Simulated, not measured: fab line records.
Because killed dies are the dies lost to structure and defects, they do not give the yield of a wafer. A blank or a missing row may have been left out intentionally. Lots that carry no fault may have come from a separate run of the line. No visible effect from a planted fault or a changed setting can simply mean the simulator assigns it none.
Which tool is to blame? | flow sky130 | 33 wafers from 11 lots sampled at 6 of the route's 708 steps

## WHAT THE GAUGES READ, wafer by wafer
SKY_PWDE_TW_MEAS_10.
lot  | measured    | on            | PWDE_TW
L511 | day 3 16:36 | film metro-01 | 368 368 369
L512 | day 4 03:05 | film metro-02 | 379 376 378
L514 | day 4 11:53 | film metro-02 | 379 377 379
L516 | day 5 04:47 | film metro-03 | 371 374 375
L518 | day 5 17:16 | film metro-02 | 375 372 376
L520 | day 6 04:27 | film metro-01 | 366 368 367
L523 | day 6 17:58 | film metro-03 | 462 460 461
L526 | day 7 09:49 | film metro-01 | 368 369 368
L529 | day 8 03:16 | film metro-03 | 459 458 458
L533 | day 9 18:16 | film metro-03 | 375 375 375
L534 | day 9 18:37 | film metro-02 | 375 374 374

SKY_NWELL_RS_MEAS_31: measures by four-point-probe.
lot  | measured     | on            | PWDE_RS (ohm/sq)
L511 | day 5 01:21  | film metro-01 | 5253 5258 5269
L512 | day 5 14:16  | film metro-01 | 5248 5261 5243
L514 | day 5 23:26  | film metro-02 | 5291 5320 5320
L516 | day 6 17:45  | film metro-02 | 5301 5260 5280
L518 | day 7 08:04  | film metro-03 | 5299 5294 5298
L520 | day 7 19:16  | film metro-02 | 5295 5283 5272
L523 | day 8 08:03  | film metro-03 | 3112 3124 3115
L526 | day 9 02:22  | film metro-02 | 5248 5265 5285
L529 | day 9 23:01  | film metro-01 | 3112 3107 3117
L533 | day 11 16:54 | film metro-02 | 5265 5283 5287
L534 | day 11 17:16 | film metro-01 | 5296 5298 5294

SKY_LDD_P_CD_MEAS_07: the cd target is 380 nm.
lot  | measured     | on        | cd nm (nm)
L511 | day 18 08:31 | cd sem-02 | 379.5 379.2 382.1
L512 | day 18 23:28 | cd sem-01 | 380.0 382.3 379.1
L514 | day 19 20:14 | cd sem-02 | 377.6 378.4 376.0
L516 | day 21 06:36 | cd sem-02 | 379.1 378.2 378.0
L518 | day 21 20:01 | cd sem-02 | 378.4 380.8 378.9
L520 | day 22 18:49 | cd sem-01 | 382.3 381.1 381.5
L523 | day 23 08:13 | cd sem-02 | 376.5 379.6 379.5
L526 | day 24 13:14 | cd sem-01 | 381.3 380.2 379.2
L529 | day 25 13:40 | cd sem-01 | 383.6 381.8 382.5
L533 | day 27 16:04 | cd sem-02 | 382.2 383.9 383.9
L534 | day 27 22:58 | cd sem-02 | 379.0 378.1 376.4

SKY_SD_P_CD_MEAS_07: the cd target is 380 nm.
lot  | measured     | on        | cd nm (nm)
L511 | day 24 17:41 | cd sem-02 | 379.7 377.9 380.1
L512 | day 25 09:10 | cd sem-01 | 373.6 377.3 374.9
L514 | day 26 04:53 | cd sem-01 | 381.2 378.7 379.2
L516 | day 27 12:27 | cd sem-02 | 383.1 380.8 380.2
L518 | day 28 01:20 | cd sem-01 | 384.1 382.2 384.9
L520 | day 28 23:58 | cd sem-01 | 380.3 380.4 378.7
L523 | day 29 10:44 | cd sem-01 | 377.8 380.8 378.9
L526 | day 31 11:31 | cd sem-02 | 382.1 381.8 381.9
L529 | day 31 15:28 | cd sem-01 | 381.9 381.8 382.5
L533 | day 33 11:02 | cd sem-02 | 381.2 378.9 379.2
L534 | day 33 16:53 | cd sem-01 | 373.3 374.6 373.4

## TOOL THAT RAN EACH LOT (tool first, then ch and the chambers of the sampled wafers, then the start)
lot  | SKY_PWDE_IMPLANT_08            | SKY_POLY_CUT_STRIP_12
L511 | implanter-04 ch 0, day 3 16:21 | plasma asher-03 ch 0,1, day 23 12:06
L512 | implanter-01 ch 0, day 4 02:53 | plasma asher-03 ch 0,1, day 24 04:11
L514 | implanter-01 ch 0, day 4 11:39 | plasma asher-03 ch 1, day 25 00:39
L516 | implanter-04 ch 0, day 5 04:34 | plasma asher-01 ch 0,1, day 26 07:50
L518 | implanter-04 ch 0, day 5 17:00 | plasma asher-03 ch 0,1, day 26 20:15
L520 | implanter-04 ch 0, day 6 04:12 | plasma asher-03 ch 0,1, day 27 20:55
L523 | implanter-03 ch 0, day 6 17:22 | plasma asher-02 ch 0,1, day 28 09:21
L526 | implanter-03 ch 0, day 7 09:34 | plasma asher-03 ch 1, day 30 08:33
L529 | implanter-03 ch 0, day 8 02:42 | plasma asher-02 ch 0,1, day 30 13:08
L533 | implanter-04 ch 0, day 9 18:01 | plasma asher-03 ch 0,1, day 32 08:09
L534 | implanter-01 ch 0, day 9 18:22 | plasma asher-01 ch 0,1, day 32 13:52
- SKY_PWDE_IMPLANT_08
- SKY_POLY_CUT_STRIP_12: strips in O2/N2.

## WHAT THE TOOLS THEMSELVES READ (means of the sampled wafers that have a number; where no wafer has one, the mark that the record gives instead)
SKY_PWDE_IMPLANT_08.
lot  | tool         | end station pressure torr (Torr) | faraday current uA
L511 | implanter-04 | 4.96e-06                         | 20.3
L512 | implanter-01 | 4.87e-06                         | 20.1
L514 | implanter-01 | 5.25e-06                         | 20.4
L516 | implanter-04 | 4.80e-06                         | 20.4
L518 | implanter-04 | 4.94e-06                         | 20.2
L520 | implanter-04 | 4.95e-06                         | 20.5
L523 | implanter-03 | 4.95e-06                         | 20.4
L526 | implanter-03 | 4.87e-06                         | 20.6
L529 | implanter-03 | 4.84e-06                         | 20.5
L533 | implanter-04 | 5.02e-06                         | 20.6
L534 | implanter-01 | 4.85e-06                         | 20.1

SKY_POLY_CUT_STRIP_12.
lot  | tool            | drypump motor current A (A) | n2 flow sccm (sccm) | oes product au (a.u.) | strip time to endpoint s (s)
L511 | plasma asher-03 | 6.1                         | 301.4               | 0.453                 | 5.339
L512 | plasma asher-03 | 5.7                         | 298.9               | 0.453                 | 5.347
L514 | plasma asher-03 | 6.4                         | 299.8               | 0.454                 | 5.348
L516 | plasma asher-01 | 5.2                         | 299.3               | 0.457                 | 5.367
L518 | plasma asher-03 | 5.7                         | 299.7               | 0.453                 | 5.350
L520 | plasma asher-03 | 5.7                         | 300.5               | 0.455                 | 5.362
L523 | plasma asher-02 | 6.0                         | 300.0               | 0.450                 | 5.366
L526 | plasma asher-03 | 6.4                         | 300.1               | 0.456                 | 5.352
L529 | plasma asher-02 | 6.0                         | 300.0               | 0.455                 | 5.363
L533 | plasma asher-03 | 5.7                         | 300.1               | 0.451                 | 5.347
L534 | plasma asher-01 | 5.2                         | 299.4               | 0.451                 | 5.344

## THE ANSWER, worked out from the rows above alone
Rule: the usual values come from the lots themselves. Put in order of their means at a reading, lots are off if they are a third of the lots or fewer, leave a main group of 4 or more, and stand apart from it by a gap of 3 or more times the standard deviation of the main group's means; of several such gaps the widest counts. If all means in a main group match to the digits the tables above print for the reading, that group is not used. Also off: a lot with no number at a reading for which 4 or more lots have one. All remaining lots with rows at the step are treated as sound. First the gauges in route order, then the tools' own readings, where a lot's mean is used as printed above. At the first step where some lot is off, the reading lying furthest off is the one used; lots without a number count as furthest.
Off: L523, L529, seen at SKY_PWDE_TW_MEAS_10 (PWDE_TW). For the main group the mean is 373 and the standard deviation 3.9.
A tool fits if, at a process step before that reading, it ran every lot that is off, and no sound lot after the first of them. Those tools and the gauges at SKY_PWDE_TW_MEAS_10 are tried in the same way. No candidate that was tried fits.

## WHAT THE SIMULATOR PUT IN
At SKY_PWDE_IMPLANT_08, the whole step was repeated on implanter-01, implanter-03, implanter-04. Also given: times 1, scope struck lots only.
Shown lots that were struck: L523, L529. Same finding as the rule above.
